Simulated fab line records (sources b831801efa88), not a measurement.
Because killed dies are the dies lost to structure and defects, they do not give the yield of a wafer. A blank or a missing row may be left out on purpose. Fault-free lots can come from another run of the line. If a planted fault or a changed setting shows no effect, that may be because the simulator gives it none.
fab line records    flow gf180mcu
record lots=13  wafers=39  last_day=34
route steps=602 shown M1@316 V1@346
lots that met no fault: taken from a fault-free run of the same line
start_h: the number of hours between the record's first day and the start of the first shown wafer of the lot    wait_h: hours from the lot's prior step to this one    " as in the row above    L1.1+2: a single row standing in for several wafers    - no value, or no start was given    * or withheld: withheld    < > ~ a bound
route shown NAME@n: NAME is a module with steps in the file, n the number in the route of the first one    usual: mean/standard deviation taken from wafers without a fault    same: alike in all rows    chamber/n: place in a boat    sites: readings site by site    _std_site: standard deviation across them    _edge_site: the outer-site mean with the inner-site mean subtracted    radius_mm: how far each site lies from the wafer's centre    mask NAME#n: copy n    behind: the last tool/chamber to shape the wafer    hold: the reason the lot was held/the length of the hold in hours/how it ended    device: whichever transistor did not switch (one of n, p or np)    end of line: the tests these same wafers got at the end of their route    a step without rows: its recipe alone    killed: count of dies lost to structure and defects at first sort (not the wafer's yield)    map: shows each die of a wafer: x if killed, . if not, _ if none is there
set.NAME: the setting the step ran with; set.NAME@STEP: the setting that earlier step ran with    model.NAME: the simulator's own value behind a step, which no gauge read
steps of the route over a sample of lots; a table a step, a row a wafer
services: the hour from which a tool's chamber was out of use, counted from the record's first day as start_h (under 0 if before that day), plus the number of hours and why
## steps
# step GF_M1_SPUTTER_01
# recipe material=TiN  target_thk_nm=30  power_w=6500  time_s=25  chamber_pressure_pa=0.4
# usual throttle_valve_pct=30.0/0.85
lot.wafer  tool            chamber  start_h  wait_h  throttle_valve_pct
L451.1     pvd_sputter-02  -        363.12   0.1     29.8
L451.3     "               -        "        "       29.2
L451.6     "               -        "        "       31.0
L452.2     pvd_sputter-02  -        370.02   0.1     28.8
L452.4     "               -        "        "       31.0
L452.5     "               -        "        "       29.9
L454.2     pvd_sputter-02  -        385.77   0.1     28.9
L454.4     "               -        "        "       30.2
L454.5     "               -        "        "       29.8
L456.3     pvd_sputter-04  -        408.97   0.1     31.5
L456.5     "               -        "        "       31.2
L456.6     "               -        "        "       31.5
L457.2     pvd_sputter-01  -        413.67   0.1     29.0
L457.3     "               -        "        "       30.2
L457.6     "               -        "        "       29.5
L458.1     pvd_sputter-01  -        434.45   0.1     29.1
L458.3     "               -        "        "       30.2
L458.5     "               -        "        "       30.4
L460.3     pvd_sputter-04  -        446.53   0.1     30.2
L460.4     "               -        "        "       29.5
L460.6     "               -        "        "       29.0
L461.1     pvd_sputter-04  -        453.99   0.1     30.2
L461.2     "               -        "        "       31.6
L461.5     "               -        "        "       30.3
L462.1     pvd_sputter-04  -        461.29   0.1     31.8
L462.4     "               -        "        "       31.6
L462.6     "               -        "        "       30.3
L463.1     pvd_sputter-01  -        470.36   0.1     29.0
L463.5     "               -        "        "       30.4
L463.6     "               -        "        "       29.8
L464.1     pvd_sputter-04  -        480.14   0.1     31.1
L464.2     "               -        "        "       31.7
L464.3     "               -        "        "       29.4
L467.1     pvd_sputter-02  -        506.34   0.1     29.1
L467.2     "               -        "        "       28.6
L467.3     "               -        "        "       30.0
L474.1     pvd_sputter-01  -        571.95   0.1     29.9
L474.2     "               -        "        "       30.0
L474.6     "               -        "        "       30.3
# step GF_M1_CD_MEAS_14
# recipe target_cd_nm=230
# usual cd_nm=230.3/1.4
lot.wafer  tool       chamber  start_h  wait_h  cd_nm
L451.1     cd_sem-02  -        385.34   0.1     230.2
L451.3     "          -        "        "       232.1
L451.6     "          -        "        "       230.9
L452.2     cd_sem-02  -        393.16   0.1     231.3
L452.4     "          -        "        "       232.6
L452.5     "          -        "        "       231.3
L454.2     cd_sem-01  -        409.04   0.1     229.1
L454.4     "          -        "        "       229.1
L454.5     "          -        "        "       229.1
L456.3     cd_sem-02  -        432.97   0.1     230.4
L456.5     "          -        "        "       230.2
L456.6     "          -        "        "       231.8
L457.2     cd_sem-01  -        438.34   0.1     229.9
L457.3     "          -        "        "       230.2
L457.6     "          -        "        "       229.2
L458.1     cd_sem-02  -        458.97   0.1     231.2
L458.3     "          -        "        "       231.1
L458.5     "          -        "        "       230.3
L460.3     cd_sem-01  -        470.92   0.1     232.0
L460.4     "          -        "        "       231.7
L460.6     "          -        "        "       231.9
L461.1     cd_sem-01  -        477.67   0.1     229.0
L461.2     "          -        "        "       229.0
L461.5     "          -        "        "       228.4
L462.1     cd_sem-01  -        486.08   0.1     228.5
L462.4     "          -        "        "       231.3
L462.6     "          -        "        "       231.0
L463.1     cd_sem-01  -        494.53   0.2     232.3
L463.5     "          -        "        "       231.9
L463.6     "          -        "        "       232.1
L464.1     cd_sem-01  -        504.43   0.1     232.5
L464.2     "          -        "        "       230.3
L464.3     "          -        "        "       232.0
L467.1     cd_sem-01  -        529.35   0.3     228.3
L467.2     "          -        "        "       227.8
L467.3     "          -        "        "       227.7
L474.1     cd_sem-02  -        593.42   0.1     229.4
L474.2     "          -        "        "       230.9
L474.6     "          -        "        "       231.0
# step GF_M1_OVL_MEAS_15
# usual M1_OVL=1/4.9
lot.wafer  tool        chamber  start_h  wait_h  M1_OVL[nm]
L451.1     overlay-02  -        385.46   0.1     -2
L451.3     "           -        "        "       -5
L451.6     "           -        "        "       -2
L452.2     overlay-01  -        393.26   0.1     1
L452.4     "           -        "        "       -1
L452.5     "           -        "        "       4
L454.2     overlay-01  -        409.15   0.1     3
L454.4     "           -        "        "       1
L454.5     "           -        "        "       3
L456.3     overlay-01  -        433.07   0.1     4
L456.5     "           -        "        "       1
L456.6     "           -        "        "       2
L457.2     overlay-01  -        438.45   0.1     -7
L457.3     "           -        "        "       -3
L457.6     "           -        "        "       -4
L458.1     overlay-02  -        459.09   0.1     8
L458.3     "           -        "        "       9
L458.5     "           -        "        "       6
L460.3     overlay-01  -        471.02   0.1     4
L460.4     "           -        "        "       -1
L460.6     "           -        "        "       3
L461.1     overlay-01  -        477.79   0.1     -3
L461.2     "           -        "        "       9
L461.5     "           -        "        "       -2
L462.1     overlay-02  -        486.20   0.1     9
L462.4     "           -        "        "       -2
L462.6     "           -        "        "       -2
L463.1     overlay-01  -        494.65   0.1     -5
L463.5     "           -        "        "       -5
L463.6     "           -        "        "       3
L464.1     overlay-01  -        504.55   0.1     -2
L464.2     "           -        "        "       -4
L464.3     "           -        "        "       3
L467.1     overlay-02  -        529.47   0.1     10
L467.2     "           -        "        "       4
L467.3     "           -        "        "       10
L474.1     overlay-02  -        593.54   0.1     11
L474.2     "           -        "        "       6
L474.6     "           -        "        "       11
# step GF_V1_EXPOSE_11
# recipe mask_id=Via1  target_cd_nm=260  na=0.68  source_shape=conventional  sigma_outer=0.6  dose_mj=38
# usual focus_offset_nm=0.1/0.55
lot.wafer  tool            chamber  start_h  wait_h  mask    focus_offset_nm
L451.1     krf_scanner-01  0        398.54   -       Via1#0  1.0
L451.3     "               0        "        "       Via1#0  0.4
L451.6     "               0        "        "       Via1#0  0.1
L452.2     krf_scanner-01  0        406.04   -       Via1#0  0.4
L452.4     "               0        "        "       Via1#0  0.3
L452.5     "               0        "        "       Via1#0  -0.1
L454.2     krf_scanner-02  0        422.63   -       Via1#0  0.1
L454.4     "               0        "        "       Via1#0  0.5
L454.5     "               0        "        "       Via1#0  1.2
L456.3     krf_scanner-01  0        445.92   -       Via1#0  0.8
L456.5     "               0        "        "       Via1#0  0.1
L456.6     "               0        "        "       Via1#0  -0.5
L457.2     krf_scanner-02  0        452.66   -       Via1#0  0.2
L457.3     "               0        "        "       Via1#0  0.1
L457.6     "               0        "        "       Via1#0  0.0
L458.1     krf_scanner-02  0        472.28   -       Via1#0  0.0
L458.3     "               0        "        "       Via1#0  0.3
L458.5     "               0        "        "       Via1#0  0.1
L460.3     krf_scanner-02  0        484.97   -       Via1#0  -1.0
L460.4     "               0        "        "       Via1#0  -0.1
L460.6     "               0        "        "       Via1#0  0.0
L461.1     krf_scanner-01  0        491.09   -       Via1#0  -0.5
L461.2     "               0        "        "       Via1#0  -0.3
L461.5     "               0        "        "       Via1#0  0.1
L462.1     krf_scanner-02  0        499.86   -       Via1#0  1.1
L462.4     "               0        "        "       Via1#0  -0.2
L462.6     "               0        "        "       Via1#0  0.7
L463.1     krf_scanner-02  0        507.71   -       Via1#0  -0.1
L463.5     "               0        "        "       Via1#0  -0.5
L463.6     "               0        "        "       Via1#0  0.1
L464.1     krf_scanner-02  0        517.58   -       Via1#0  0.4
L464.2     "               0        "        "       Via1#0  0.9
L464.3     "               0        "        "       Via1#0  1.0
L467.1     krf_scanner-01  0        542.13   -       Via1#0  1.0
L467.2     "               0        "        "       Via1#0  0.3
L467.3     "               0        "        "       Via1#0  0.4
L474.1     krf_scanner-02  0        605.06   -       Via1#0  0.3
L474.2     "               0        "        "       Via1#0  -0.5
L474.6     "               0        "        "       Via1#0  -0.4
# step GF_V1_CD_MEAS_14
# recipe target_cd_nm=260
# usual cd_nm=260.0/1.4
lot.wafer  tool       chamber  start_h  wait_h  hold                      cd_nm
L451.1     cd_sem-01  -        409.61   0.1     -                         260.3
L451.3     "          -        "        "       -                         259.4
L451.6     "          -        "        "       -                         259.7
L452.2     cd_sem-01  -        416.84   0.1     -                         259.2
L452.4     "          -        "        "       -                         259.0
L452.5     "          -        "        "       -                         260.3
L454.2     cd_sem-01  -        434.70   0.1     -                         261.7
L454.4     "          -        "        "       -                         261.7
L454.5     "          -        "        "       -                         260.2
L456.3     cd_sem-02  -        458.17   0.1     -                         260.2
L456.5     "          -        "        "       -                         259.2
L456.6     "          -        "        "       -                         259.3
L457.2     cd_sem-01  -        464.43   0.1     -                         262.6
L457.3     "          -        "        "       -                         263.2
L457.6     "          -        "        "       -                         262.4
L458.1     cd_sem-01  -        484.12   0.1     -                         259.5
L458.3     "          -        "        "       -                         260.0
L458.5     "          -        "        "       -                         259.2
L460.3     cd_sem-01  -        496.76   0.1     -                         259.9
L460.4     "          -        "        "       -                         259.8
L460.6     "          -        "        "       -                         259.8
L461.1     cd_sem-01  -        502.83   0.2     -                         260.7
L461.2     "          -        "        "       -                         260.0
L461.5     "          -        "        "       -                         259.4
L462.1     cd_sem-01  -        511.17   0.1     -                         261.4
L462.4     "          -        "        "       -                         259.9
L462.6     "          -        "        "       -                         260.8
L463.1     cd_sem-01  -        519.43   0.1     -                         260.2
L463.5     "          -        "        "       -                         261.5
L463.6     "          -        "        "       -                         261.4
L464.1     cd_sem-01  -        529.03   0.1     await_dispo/0.2h/release  261.5
L464.2     "          -        "        "       await_dispo/0.2h/release  266.8
L464.3     "          -        "        "       await_dispo/0.2h/release  260.3
L464.1     cd_sem-01  -        529.35   0.3     -                         261.2
L464.2     "          -        "        "       -                         266.7
L464.3     "          -        "        "       -                         260.5
L467.1     cd_sem-01  -        553.22   0.1     -                         261.1
L467.2     "          -        "        "       -                         262.2
L467.3     "          -        "        "       -                         260.6
L474.1     cd_sem-01  -        615.87   0.1     -                         259.2
L474.2     "          -        "        "       -                         258.7
L474.6     "          -        "        "       -                         259.3
## services
tool            chamber  start_h  hours  kind
krf_scanner-02  -        348.08   1.3    pm
krf_scanner-02  -        355.12   0.7    repair
krf_scanner-01  -        358.31   0.8    pm
krf_scanner-02  -        368.51   1.0    pm
krf_scanner-01  -        379.72   0.4    repair
krf_scanner-01  -        420.88   1.0    pm
krf_scanner-02  -        423.16   0.8    pm
pvd_sputter-01  -        432.86   0.8    repair
pvd_sputter-02  -        434.29   0.6    repair
krf_scanner-02  -        455.93   2.2    repair
krf_scanner-02  -        456.68   0.1    repair
krf_scanner-02  -        459.16   4.4    pm
pvd_sputter-04  -        464.76   3.6    repair
krf_scanner-02  -        504.28   0.3    repair
krf_scanner-01  -        506.53   1.3    pm
krf_scanner-01  -        508.12   0.7    repair
krf_scanner-02  -        523.98   1.3    pm
krf_scanner-01  -        527.11   0.8    pm
krf_scanner-02  -        537.51   1.0    pm
krf_scanner-02  -        541.28   47.9   repair
pvd_sputter-02  -        542.41   5.5    repair
pvd_sputter-04  -        565.59   16.2   repair
pvd_sputter-02  -        573.92   0.5    repair
krf_scanner-01  -        589.88   1.0    pm
## key
first_sign step=GF_V1_CD_MEAS_14  reading=visit  direction=added
effect step=GF_V1_CD_MEAS_14  reading=cd_nm  direction=up  sigmas=4.7  usual=260.0  struck=266.8
met_at GF_V1_EXPOSE_11
struck_lots L464
struck_wafers L464.2
not_acting_at GF_M1_SPUTTER_01,GF_M1_CD_MEAS_14,GF_M1_OVL_MEAS_15
onset_between 507.71 517.58
fault kind=process_parameter_drift  tool=krf_scanner-02  chamber=-  onset_h=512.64  steps=GF_V1_EXPOSE_11  channel=focus_nm  offset=293.97  shape=step  end_h=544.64  scope=struck_wafers_only
